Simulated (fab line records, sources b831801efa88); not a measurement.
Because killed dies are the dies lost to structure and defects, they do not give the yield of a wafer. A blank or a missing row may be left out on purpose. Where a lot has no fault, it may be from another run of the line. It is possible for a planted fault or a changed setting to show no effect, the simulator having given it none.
Struck lot and sound lot, side by side | flow sky130 | 15 out of 708 route steps
Sound: these wafers, L771.1, L771.2, L771.3. Struck: wafer L766.6 (L766.1, L766.4, from the same lot, were not struck and are left out); the cause is given at the end.
Per side, at each step with rows, come the tool, then ch with its chambers, and then its first start. Under that, the readings that differ: sound wafers | struck wafers | difference of the means | sigmas: that difference in standard deviations of wafers without a fault.
alike: readings with means less than 2 such deviations apart, plus words and numbers identical on both sides. not compared: withheld readings, readings lacking a value on some wafer, bounds such as >300 that could conceal the same value, and numbers that have no deviation in the record and whose values overlap.
Wherever a step has rows on one side only, a row that says differs or no value, or a row with sigmas, the two part there. When numbers do not overlap yet have no deviation, they are printed without sigmas and do not part them. A reading that every wafer of one side lacks parts them only if that side has two wafers or more.

SKY_SD_N_OVL_MEAS_08:
  sound: overlay-02 at day 34 08:46; struck: overlay-02 at day 31 17:07
  reading       | sound       | struck | difference | sigmas
  SD_N_OVL (nm) | 0.1 1.6 2.6 | -1.4   | -2.8       | -2
then, 2 steps without rows for these wafers: SKY_SD_N_IMPLANT_09; SKY_SD_N_IMPLANT_10.
SKY_SD_N_STRIP_11: strips in O2/N2.
  sound on plasma asher-04 ch 0,1, day 34 09:07; struck on plasma asher-01 ch 0, day 31 17:32
  reading                      | sound             | struck | difference | sigmas
  strip time to endpoint s (s) | 22.59 22.59 22.62 | 22.51  | -0.09      | -2
  alike: drypump motor current A, oes product au
  not compared: rf hours counter h
SKY_SD_N_TW_MEAS_12:
  sound: film metro-01 at day 34 09:13; struck: film metro-01 at day 31 17:38
  alike: SD_N_TW
then, 1 step without rows for these wafers: SKY_SD_N_CLEAN_13 (cleans in SC1/SC2, time 150 s).
SKY_SD_N_RTA_14: time 2 s.
  sound on rtp anneal-02 ch 0, day 34 09:20; struck on rtp anneal-02 ch 0, day 31 17:45
  reading          | sound                | struck | difference | sigmas
  wafer_temp_C_max | 1076.1 1075.8 1076.1 | 1079.7 | +3.7       | +3
  alike: lamp power pct, ramp down c per s
SKY_SD_N_RS_MEAS_16: a four-point-probe measurement.
  sound: film metro-03 at day 34 09:30; struck: film metro-02 at day 31 17:59
  reading          | sound             | struck | difference | sigmas
  SD_N_RS (ohm/sq) | 68.50 68.53 68.52 | 68.96  | +0.44      | +3
SKY_SD_N_RS_MEAS_17: a four-point-probe measurement.
  sound: film metro-03 at day 34 09:37; struck: film metro-02 at day 31 18:06
  alike: SD_P_RS
SKY_SD_N_RS_MEAS_18: a four-point-probe measurement.
  sound: film metro-03 at day 34 09:44; struck: film metro-02 at day 31 18:13
  alike: RES_XHIGH_RS
then, 1 step without rows for these wafers: SKY_SALICIDE_CLEAN_00 (cleans in HF-last, time 30 s).
SKY_LI_CONTACT_HDPCVD_00: deposits PSG, target thk 930 nm, time 155 s.
  sound on hdpcvd-02 ch 0,1,2, day 34 09:53; struck on hdpcvd-01 ch 0, day 31 18:22
  reading                                       | sound             | struck | difference | sigmas
  run length s (s)                              | 183.0 181.9 182.8 | 178.5  | -4.1       | -8
  model.PSG_of_LI_CONTACT_HDPCVD_00.thk nm (nm) | 939.1 930.1 922.7 | 907    | -24        |
  alike: sih4 flow sccm
SKY_LI_CONTACT_THK_MEAS_01:
  sound: film metro-03 at day 34 09:59; struck: film metro-02 at day 31 18:28
  reading                    | sound       | struck | difference | sigmas
  LI_CONTACT_HDPCVD_THK (nm) | 939 930 922 | 907    | -23        | -2
SKY_LI_CONTACT_CMP_02: polishes PSG.
  sound on cmp-02 ch 0,1,2, day 34 10:02; struck on cmp-02 ch 1, day 31 18:43
  alike: motor current A, time to endpoint s
next, for these wafers, 1 step has no rows: SKY_PAD_OPEN_PROBE_99.

WHERE THEY PART
Earliest at SKY_SD_N_OVL_MEAS_08; latest, in this record, at SKY_LI_CONTACT_THK_MEAS_01. Later steps at which nothing parts them and some readings are alike: SKY_LI_CONTACT_CMP_02.

WHY: whatever the simulator had introduced
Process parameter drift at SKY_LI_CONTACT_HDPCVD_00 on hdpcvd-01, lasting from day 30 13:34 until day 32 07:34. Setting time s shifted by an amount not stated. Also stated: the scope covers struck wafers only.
